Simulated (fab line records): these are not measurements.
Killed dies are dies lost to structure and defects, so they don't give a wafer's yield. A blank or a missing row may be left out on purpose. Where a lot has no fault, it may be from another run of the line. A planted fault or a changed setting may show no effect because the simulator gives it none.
fab line records	flow sky130
record: lots: 5	wafers: 15	lastDay: 50
route steps=708 shown METAL3@561 VIA3@573
lots with no fault: from the same line, run without faults
startH: start of the lot's first displayed wafer, in hours after the record's first day	waitH: hours from the lot's prior step to this one	" unchanged from the row above	L1.1+2: a row that stands for several wafers	- either no value or no given start	* or withheld: withheld	< > ~ a bound
route shown NAME@n: names a module that has steps shown in the file, with the first one's number in the route	usual: mean/standard deviation taken from wafers without a fault	same: alike in all rows	chamber/n: place in a boat	sites: the reading at each site	_std_site: how widely they spread, as a standard deviation	_edge_site: the outer-site mean with the inner-site mean subtracted	radiusMm: for every site, how far away it sits from the centre of the wafer	mask NAME#n: copy n	behind: tool/chamber where the wafer was last shaped	hold: the reason the lot was held/the length of the hold in hours/how it ended	device: names the non-switching transistor (n, p or np)	end of line: the route-end tests of the same wafers	step lacking rows: just its recipe	killed: dies that structure and defects cost at the first sort, which is not the same as the wafer's yield	map: shows each die of a wafer: x if killed, . if not, _ if none is there
set.NAME: the run value of the setting; set.NAME@STEP: its run value at that earlier step	model.NAME: the simulator's own value behind a step, which no gauge read
certain route steps with their lots: each step a table, each wafer a row
services: when a tool's chamber went out of use (startH, in hours from the record's first day, below 0 if earlier), for how many hours, and the reason
== steps ==
step: SKY_METAL3_PEB_11
recipe: pebTempC: withheld	pebTimeS: withheld	resist: KrF-thick
step: SKY_METAL3_DEVELOP_12
recipe: developTimeS: 60	resist: KrF-thick	devTempC: 21
step: SKY_METAL3_CD_MEAS_13
recipe: targetCdNm: 300
usual: cdNm: 300.6/1.4
lot.wafer	tool	chamber	startH	waitH	cdNm
L792.1	cdSem-02	-	907.52	-	301.7
L792.2	"	-	"	"	301.4
L792.4	"	-	"	"	300.1
L794.1	cdSem-01	-	925.49	-	302.6
L794.2	"	-	"	"	301.8
L794.4	"	-	"	"	302.4
L799.1	cdSem-02	-	963.92	-	304.5
L799.3	"	-	"	"	302.7
L799.4	"	-	"	"	302.1
L800.2	cdSem-02	-	969.81	-	299.1
L800.3	"	-	"	"	299.0
L800.6	"	-	"	"	299.7
L812.1	cdSem-02	-	1045.96	-	300.7
L812.4	"	-	"	"	300.1
L812.5	"	-	"	"	300.8
step: SKY_METAL3_OVL_MEAS_14
usual: METAL3_OVL: 2/5.8
lot.wafer	tool	chamber	startH	waitH	METAL3_OVL[nm]
L792.1	overlay-01	-	907.64	0.1	2
L792.2	"	-	"	"	0
L792.4	"	-	"	"	1
L794.1	overlay-02	-	925.61	0.1	-3
L794.2	"	-	"	"	7
L794.4	"	-	"	"	2
L799.1	overlay-02	-	964.04	0.1	-2
L799.3	"	-	"	"	-3
L799.4	"	-	"	"	1
L800.2	overlay-02	-	969.91	0.1	-13
L800.3	"	-	"	"	-17
L800.6	"	-	"	"	-3
L812.1	overlay-02	-	1046.08	0.1	-2
L812.4	"	-	"	"	-2
L812.5	"	-	"	"	1
step: SKY_METAL3_DESCUM_15
recipe: chemistry: O2	sourcePowerW: 150	biasPowerW: 0	pressureMtorr: 10	tempC: 40	timeS: 8
usual: drypumpMotorCurrentA: 5.4/0.37	oesProductAu: 1.002/0.0075
lot.wafer	tool	chamber	startH	waitH	drypumpMotorCurrentA	oesProductAu	rfHoursCounterH
L792.1	rieMetal-02	1	907.68	0.0	6.0	1.001	9
L792.2	"	0	"	"	5.7	0.995	16
L792.4	"	0	"	"	5.7	0.983	-
L794.1	rieMetal-03	1	925.64	0.0	5.0	1.006	14
L794.2	"	0	"	"	5.1	1.009	4
L794.4	"	0	"	"	5.1	1.003	-
L799.1	rieMetal-02	0	964.08	0.0	5.7	0.994	19
L799.3	"	1	"	"	6.0	1.009	-
L799.4	"	0	"	"	5.7	0.990	-
L800.2	rieMetal-02	1	969.94	0.0	6.0	1.007	13
L800.3	"	1	"	"	6.0	1.016	-
L800.6	"	0	"	"	5.7	0.986	-
L812.1	rieMetal-03	1	1046.11	0.0	5.0	1.012	20
L812.4	"	0	"	"	5.1	1.003	-
L812.5	"	1	"	"	5.0	1.012	-
step: SKY_METAL3_ETCH_16
recipe: chemistry: N2/H2	target: BARC	ionEnergyEv: 200	biasW: 100	pressureMtorr: 30	n2FlowSccm: 100	h2FlowSccm: 200	icpW: 500	stopOn: SiO2	timeS: 88.2	targetDepthA: 600
usual: drypumpMotorCurrentA: 5.4/0.38	n2FlowSccm: 100.00/0.27	oesProductAu: 0.626/0.0046	throttleValvePct: 13.205/0.0098
lot.wafer	tool	chamber	startH	waitH	drypumpMotorCurrentA	n2FlowSccm	oesProductAu	rfHoursCounterH	throttleValvePct
L792.1	rieMetal-02	1	907.71	0.0	6.0	99.82	0.627	9	13.203
L792.2	"	0	"	"	5.7	100.14	0.630	16	13.189
L792.4	"	0	"	"	5.7	100.07	0.629	-	13.197
L794.1	rieMetal-03	1	925.68	0.0	5.0	100.21	0.628	14	13.208
L794.2	"	0	"	"	5.1	99.48	0.625	4	13.197
L794.4	"	0	"	"	5.1	99.98	0.625	-	13.220
L799.1	rieMetal-02	0	964.11	0.0	5.7	99.75	0.626	19	13.208
L799.3	"	1	"	"	6.0	99.59	0.631	-	13.216
L799.4	"	0	"	"	5.7	99.75	0.627	-	13.202
L800.2	rieMetal-02	1	969.98	0.0	6.0	100.16	0.619	13	13.195
L800.3	"	1	"	"	6.0	99.92	0.626	-	13.208
L800.6	"	0	"	"	5.7	100.20	0.628	-	13.204
L812.1	rieMetal-03	1	1046.14	0.0	5.0	100.12	0.625	20	13.187
L812.4	"	0	"	"	5.1	100.30	0.625	-	13.205
L812.5	"	1	"	"	5.0	99.71	0.628	-	13.201
step: SKY_METAL3_ETCH_17
recipe: target: SiO2	stopOn: TiN	chemistry: C4F8/O2/Ar	sourceW: 1500	biasW: 1200	pressureMtorr: 40	c4f8FlowSccm: withheld	O2_flow_sccm: 6	Ar_flow_sccm: 300	timeS: 3.9	targetDepthA: 150
step: SKY_METAL3_METAL_ETCH_18
recipe: targetDepthA: 8450	stopOn: SiO2	overEtchFrac: 0.3	timeS: 183.1	chemistry: Cl2/BCl3	resistSidewallDeg: 88	pressureMtorr: 10	icpW: 900	biasW: 48.5	Cl2_flow_sccm: 60	bcl3FlowSccm: 30
usual: drypumpMotorCurrentA: 5.6/0.38	oesProductAu: 0.867/0.0062	throttleValvePct: 22.263/0.0092
lot.wafer	tool	chamber	startH	waitH	drypumpMotorCurrentA	oesProductAu	rfHoursCounterH	throttleValvePct
L792.1	rieMetal-03	1	907.82	0.0	5.0	0.865	13	22.277
L792.2	"	0	"	"	5.1	0.860	3	22.261
L792.4	"	1	"	"	5.0	0.867	-	22.272
L794.1	rieMetal-02	1	925.79	0.0	6.0	0.858	10	22.250
L794.2	"	0	"	"	5.7	0.868	16	22.269
L794.4	"	1	"	"	6.0	0.866	-	22.259
L799.1	rieMetal-03	0	964.23	0.0	5.1	0.876	6	22.251
L799.3	"	0	"	"	5.1	0.875	-	22.251
L799.4	"	1	"	"	4.9	0.879	-	22.266
L800.2	rieMetal-01	0	970.09	0.0	5.7	0.858	11	22.255
L800.3	"	1	"	"	5.1	0.866	-	22.274
L800.6	"	0	"	"	5.7	0.854	-	22.272
L812.1	rieMetal-01	1	1046.26	0.0	5.2	0.860	4	22.251
L812.4	"	1	"	"	5.1	0.865	-	22.260
L812.5	"	1	"	"	5.1	0.860	-	22.263
step: SKY_METAL3_STRIP_19
recipe: chemistry: O2/N2	powerW: 1400	pressureMtorr: 1500	platenTempC: withheld	o2FlowSccm: 3000	n2FlowSccm: 300	overashFraction: 0.5
usual: drypumpMotorCurrentA: 5.9/0.37	n2FlowSccm: 300.0/0.93	oesProductAu: 0.503/0.0056	stripTimeToEndpointS: 6.53/0.078
lot.wafer	tool	chamber	startH	waitH	drypumpMotorCurrentA	n2FlowSccm	oesProductAu	rfHoursCounterH	stripTimeToEndpointS
L792.1	plasmaAsher-02	1	908.00	0.1	5.4	298.6	0.497	74	6.40
L792.2	"	0	"	"	6.6	299.3	0.497	74	6.48
L792.4	"	0	"	"	6.6	300.1	0.496	-	6.49
L794.1	plasmaAsher-04	1	925.97	0.1	5.9	299.4	0.492	16	6.47
L794.2	"	0	"	"	5.8	298.9	0.502	16	6.56
L794.4	"	0	"	"	5.8	298.1	0.495	-	6.48
L799.1	plasmaAsher-02	1	964.47	0.2	5.4	301.4	0.509	80	6.53
L799.3	"	0	"	"	6.6	301.4	0.502	-	6.52
L799.4	"	1	"	"	5.4	300.5	0.507	-	6.52
L800.2	plasmaAsher-02	0	970.27	0.1	6.6	299.5	0.506	80	6.56
L800.3	"	0	"	"	6.6	299.3	0.510	-	6.62
L800.6	"	0	"	"	6.6	299.8	0.502	-	6.54
L812.1	plasmaAsher-04	0	1046.62	0.3	5.8	301.2	0.499	28	6.58
L812.4	"	1	"	"	5.9	299.9	0.510	-	6.62
L812.5	"	0	"	"	5.8	301.3	0.503	-	6.62
step: SKY_METAL3_STRIP_20
recipe: chemistry: postEtchResidueRemover	timeS: 1200	tempC: 72.5
step: SKY_METAL3_CLEAN_21
recipe: chemistry: IPA	timeS: 180	tempC: 25
step: SKY_METAL3_CLEAN_22
recipe: chemistry: O3/DIW	dry: n2Spin
step: SKY_VIA3_HDPCVD_00
recipe: material: SiO2	targetThkNm: 1635	sigmaOpenFrac: 0.3	timeS: 272.5	tempC: 400	sih4FlowSccm: 60	pressureMtorr: 6
usual: runLengthS: 300.2/0.77
lot.wafer	tool	chamber	startH	waitH	runLengthS	model.SiO2_of_VIA3_HDPCVD_00.thkNm
L792.1	hdpcvd-02	1	908.62	0.0	299.8	1648
L792.2	"	2	"	"	301.3	1633
L792.4	"	1	"	"	299.9	1638
L794.1	hdpcvd-02	0	926.56	0.0	299.6	1622
L794.2	"	1	"	"	300.2	1630
L794.4	"	0	"	"	299.9	1639
L799.1	hdpcvd-01	2	965.06	0.0	299.7	1656
L799.3	"	2	"	"	299.3	1637
L799.4	"	1	"	"	300.1	1638
L800.2	hdpcvd-01	1	970.87	0.0	300.1	1612
L800.3	"	2	"	"	299.3	1640
L800.6	"	2	"	"	299.4	1640
L812.1	hdpcvd-01	1	1047.24	0.0	299.7	1641
L812.4	"	0	"	"	263.4	1431
L812.5	"	1	"	"	300.5	1630
step: SKY_VIA3_THK_MEAS_01
recipe: reads: SiO2_of_VIA3_HDPCVD_00
usual: VIA3_HDPCVD_THK: 1629/15
lot.wafer	tool	chamber	startH	waitH	VIA3_HDPCVD_THK[nm]
L792.1	filmMetro-01	-	908.79	0.1	1648
L792.2	"	-	"	"	1632
L792.4	"	-	"	"	1639
L794.1	filmMetro-03	-	926.81	0.2	1623
L794.2	"	-	"	"	1630
L794.4	"	-	"	"	1639
L799.1	filmMetro-02	-	965.31	0.2	1656
L799.3	"	-	"	"	1636
L799.4	"	-	"	"	1639
L800.2	filmMetro-01	-	971.05	0.1	1611
L800.3	"	-	"	"	1641
L800.6	"	-	"	"	1640
L812.1	filmMetro-01	-	1047.41	0.1	1641
L812.4	"	-	"	"	1431
L812.5	"	-	"	"	1631
step: SKY_VIA3_CMP_02
recipe: material: SiO2	downForcePsi: 4	platenRpm: 60	padVelocityMS: 0.94248
usual: motorCurrentA: 12.3/1.4
lot.wafer	tool	chamber	startH	waitH	motorCurrentA
L792.4	cmp-02	2	908.90	0.1	14.0
L792.2	"	3	"	"	11.0
L792.1	"	0	"	"	12.5
L794.4	cmp-02	2	926.92	0.1	13.8
L794.1	"	3	"	"	10.9
L794.2	"	0	"	"	12.3
L799.4	cmp-01	0	965.65	0.3	14.8
L799.3	"	1	"	"	11.3
L799.1	"	2	"	"	11.4
L800.2	cmp-01	1	971.10	0.0	11.6
L800.3	"	0	"	"	14.1
L800.6	"	2	"	"	11.1
L812.4	cmp-01	0	1047.57	0.1	14.2
L812.1	"	1	"	"	10.7
L812.5	"	3	"	"	13.1
== services ==
tool	chamber	startH	hours	kind
hdpcvd-01	-	895.16	2.8	pm
plasmaAsher-04	-	900.28	9.3	repair
cmp-01	-	913.04	4.0	pm
rieMetal-02	-	918.99	2.8	pm
cmp-02	-	924.47	1.2	repair
hdpcvd-02	2	925.32	3.4	repair
rieMetal-03	1	938.62	5.7	repair
hdpcvd-02	-	948.55	0.9	repair
hdpcvd-02	-	950.25	15.0	pm
hdpcvd-01	0	951.23	16.7	repair
cmp-02	-	961.86	6.1	pm
cmp-01	-	965.04	0.6	repair
cmp-01	-	972.90	2.6	repair
hdpcvd-01	-	976.82	0.7	repair
cmp-01	-	978.63	0.7	repair
cmp-01	-	984.52	3.8	repair
rieMetal-03	-	986.30	15.6	pm
plasmaAsher-04	-	1004.67	1.3	repair
cmp-02	-	1012.22	0.5	repair
hdpcvd-01	-	1014.82	3.8	repair
cmp-02	-	1027.01	4.1	repair
rieMetal-01	-	1027.03	0.1	repair
cmp-01	-	1035.06	3.6	pm
cmp-02	-	1036.39	4.0	repair
== key ==
firstSign: step: SKY_VIA3_HDPCVD_00	reading: runLengthS	direction: down	sigmas: 48	usual: *	struck: *
effect: step: SKY_VIA3_THK_MEAS_01	reading: VIA3_HDPCVD_THK	direction: down	sigmas: 13	usual: 1629	struck: 1431
modelEffect: step: SKY_VIA3_HDPCVD_00	value: SiO2_of_VIA3_HDPCVD_00.thkNm	without: 1655	struck: 1431
metAt SKY_VIA3_HDPCVD_00
struckWafers L812.4
onsetBetween 970.87 1047.24
fault: kind: processParameterDrift	tool: hdpcvd-01	chamber: -	onsetH: 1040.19	steps: SKY_VIA3_HDPCVD_00	channel: timeS	offset: *	shape: step	endH: 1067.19	scope: struckWafersOnly	actsIn: *	stated: *
